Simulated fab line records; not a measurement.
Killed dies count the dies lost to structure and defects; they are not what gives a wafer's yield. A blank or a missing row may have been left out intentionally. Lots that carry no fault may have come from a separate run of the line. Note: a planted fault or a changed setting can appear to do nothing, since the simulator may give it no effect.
Comparing a struck lot with a sound one + flow sfqLine + 37 out of 325 route steps
Sound: these wafers, L432.3, L432.5, L432.6. Wafers struck: L441.1, L441.3, L441.4. The cause comes at the end.
For every step that has rows: the tool of each side, followed by ch and its chambers, followed by its first start. Under that, the readings that differ: sound wafers + struck wafers + difference of the means + sigmas: that difference in standard deviations of wafers without a fault.
alike: readings whose means differ by less than 2 such deviations, and words and numbers that are the same on both sides. not compared: withheld readings, readings that some wafer has no value for, bounds like >300 that may hide the same value, and numbers for which the record gives no deviation and whose values overlap.
Wherever a step has rows on one side only, a row that says differs or no value, or a row with sigmas, the two part there. Numbers that don't overlap but have no deviation are shown without sigmas and don't part them. Lack of a reading on every wafer of one side parts them only where that side has two or more wafers.

SFQ_R5_THK_MEAS_934: measures by xrf.
  sound: filmMetro-02 at day 48 17:02; struck: filmMetro-04 at day 53 07:04
  alike: R5_MONX_THK
then, 6 steps without rows for these wafers: SFQ_TRILAYER_R5_LITHO_COAT_141 (resist thk 62 nm); SFQ_TRILAYER_R5_LITHO_COAT_136 (resist thk 600 nm); SFQ_TRILAYER_R5_LITHO_SOFTBAKE_140; SFQ_TRILAYER_R5_LITHO_EXPOSE_137 (exposes mask R5, target cd 500 nm); SFQ_TRILAYER_R5_LITHO_PEB_139 (peb time 60 s); SFQ_TRILAYER_R5_LITHO_DEVELOP_138 (time 60 s).
-- the record jumps here: 6 days lie between the struck wafers' starts before and after --
SFQ_R5_OVL_MEAS_935:
  sound: overlay-01 at day 54 13:50; struck: overlay-02 at day 58 21:47
  alike: R5_OVL
then, 2 steps without rows for these wafers: SFQ_TRILAYER_R5_BARC_OPEN_METAL_ETCH_177 (etches BARC in O2, target depth 125 nm, time 41.7 s); SFQ_TRILAYER_R5_ETCH_METAL_ETCH_139 (etches the open film in Cl2, stops on SiO2, target depth 60 nm, time 40 s).
SFQ_TRILAYER_R5_STRIP_STRIP_140: strips in O2.
  sound on rieMetal-04 ch 0,1, day 54 14:11; struck on rieMetal-01 ch 0,1, day 58 21:56
  alike: drypumpMotorCurrentA, oesProductAu
  not compared: rfHoursCounterH
then, 1 step without rows for these wafers: SFQ_TRILAYER_R5_STRIP_SOLV_CLEAN_141 (cleans in NMP, time 600 s).
SFQ_TRILAYER_A5C_DEP_PECVD_142: deposits SiO2 from SiH4/N2O, time 15.556 s, target thk 70 nm.
  sound on pecvd-01 ch 0,1, day 54 14:45; struck on pecvd-02 ch 0,1, day 58 22:43
| reading                                             | sound             | struck           | difference | sigmas |
|-----------------------------------------------------|-------------------|------------------|------------|--------|
| heaterPowerW (W)                                    | 86 65 84          | 126 129 121      | +47        | +2     |
| model.SiO2_of_TRILAYER_A5C_DEP_PECVD_142.thkNm (nm) | 69.29 70.56 70.48 | 70.6 72.41 71.64 | +1.4       |        |
  alike: throttleValvePct
then, 6 steps without rows for these wafers: SFQ_TRILAYER_I5_LITHO_COAT_149 (resist thk 62 nm); SFQ_TRILAYER_I5_LITHO_COAT_144 (resist thk 650 nm); SFQ_TRILAYER_I5_LITHO_SOFTBAKE_148; SFQ_TRILAYER_I5_LITHO_EXPOSE_145 (exposes mask I5, target cd 700 nm); SFQ_TRILAYER_I5_LITHO_PEB_147 (peb time 60 s); SFQ_TRILAYER_I5_LITHO_DEVELOP_146 (time 60 s).
-- the record jumps here: 5 days lie between the struck wafers' starts before and after --
SFQ_I5_OVL_MEAS_936:
  sound: overlay-02 at day 60 00:12; struck: overlay-02 at day 63 17:52
  alike: I5_OVL
then, 1 step without rows for these wafers: SFQ_TRILAYER_I5_BARC_OPEN_VIA_ETCH_200 (etches BARC in O2, target depth 125 nm, time 41.7 s).
SFQ_TRILAYER_I5_ETCH_VIA_ETCH_147: etches the open film in CHF3, stops on Nb, target depth 360 nm.
  sound on rieDiel-02 ch 0,2,3, day 60 00:16; struck on rieDiel-02 ch 0,1,3, day 63 17:56
  alike: biasW, drypumpMotorCurrentA, oesProductAu
SFQ_TRILAYER_I5_STRIP_STRIP_148: strips in O2.
  sound on rieMetal-03 ch 1, day 60 00:49; struck on rieMetal-02 ch 0,1, day 63 18:05
  alike: drypumpMotorCurrentA, oesProductAu
  not compared: rfHoursCounterH
then, 7 steps without rows for these wafers: SFQ_TRILAYER_I5_STRIP_SOLV_CLEAN_149 (cleans in NMP, time 600 s); SFQ_TRILAYER_C5_LITHO_COAT_156 (resist thk 62 nm); SFQ_TRILAYER_C5_LITHO_COAT_151 (resist thk 650 nm); SFQ_TRILAYER_C5_LITHO_SOFTBAKE_155; SFQ_TRILAYER_C5_LITHO_EXPOSE_152 (exposes mask C5, target cd 500 nm); SFQ_TRILAYER_C5_LITHO_PEB_154 (peb time 60 s); SFQ_TRILAYER_C5_LITHO_DEVELOP_153 (time 60 s).
SFQ_C5_OVL_MEAS_937:
  sound: overlay-01 at day 60 04:03; struck: overlay-02 at day 63 22:55
  alike: C5_OVL
SFQ_TRILAYER_C5_BARC_OPEN_VIA_ETCH_210: etches BARC in O2, target depth 125 nm, time 41.7 s.
  sound on rieDiel-01 ch 0,3, day 60 04:05; struck on rieDiel-04 ch 0,2,3, day 63 22:58
  alike: biasW, drypumpMotorCurrentA, oesProductAu
  not compared: rfHoursCounterH
SFQ_TRILAYER_C5_ETCH_VIA_ETCH_154: etches SiO2 in CHF3, stops on Nb, target depth 84 nm.
  sound on rieDiel-01 ch 0,3, day 60 04:07; struck on rieDiel-04 ch 0,2,3, day 63 23:00
| reading                      | sound             | struck           | difference | sigmas |
|------------------------------|-------------------|------------------|------------|--------|
| model.etch.depthNm (nm)      | 69.29 70.56 70.48 | 70.6 72.41 71.64 | +1.4       |        |
| model.C5.featureDepthNm (nm) | 69.29 70.56 70.48 | 70.6 72.41 71.64 | +1.4       |        |
  alike: biasW, drypumpMotorCurrentA, oesProductAu
then, 2 steps without rows for these wafers: SFQ_TRILAYER_C5_STRIP_STRIP_155 (strips in O2); SFQ_TRILAYER_C5_STRIP_SOLV_CLEAN_156 (cleans in NMP, time 600 s).
SFQ_TRILAYER_M6_DEP_PRE_CLEAN_158: time 22.5 s.
  sound: pvdSputter-05 at day 60 04:56; struck: pvdSputter-05 at day 63 23:50
| reading                                             | sound             | struck           | difference | sigmas |
|-----------------------------------------------------|-------------------|------------------|------------|--------|
| model.SiO2_of_TRILAYER_A5C_DEP_PECVD_142.thkNm (nm) | 61.79 63.06 62.98 | 63.1 64.91 64.14 | +1.4       |        |
SFQ_TRILAYER_M6_DEP_SPUTTER_157: material Nb, target thk 200 nm, time 133.3 s.
  sound: pvdSputter-05 at day 60 04:58; struck: pvdSputter-05 at day 63 23:52
  alike: chamberPressurePa, throttleValvePct

## WHERE THEY PART
Only at SFQ_TRILAYER_A5C_DEP_PECVD_142, as far as this record shows. Later steps at which nothing parts them and some readings are alike: SFQ_I5_OVL_MEAS_936, SFQ_TRILAYER_I5_ETCH_VIA_ETCH_147, SFQ_TRILAYER_I5_STRIP_STRIP_148, SFQ_C5_OVL_MEAS_937, SFQ_TRILAYER_C5_BARC_OPEN_VIA_ETCH_210, SFQ_TRILAYER_C5_ETCH_VIA_ETCH_154, SFQ_TRILAYER_M6_DEP_SPUTTER_157.

WHY: whatever the simulator had introduced
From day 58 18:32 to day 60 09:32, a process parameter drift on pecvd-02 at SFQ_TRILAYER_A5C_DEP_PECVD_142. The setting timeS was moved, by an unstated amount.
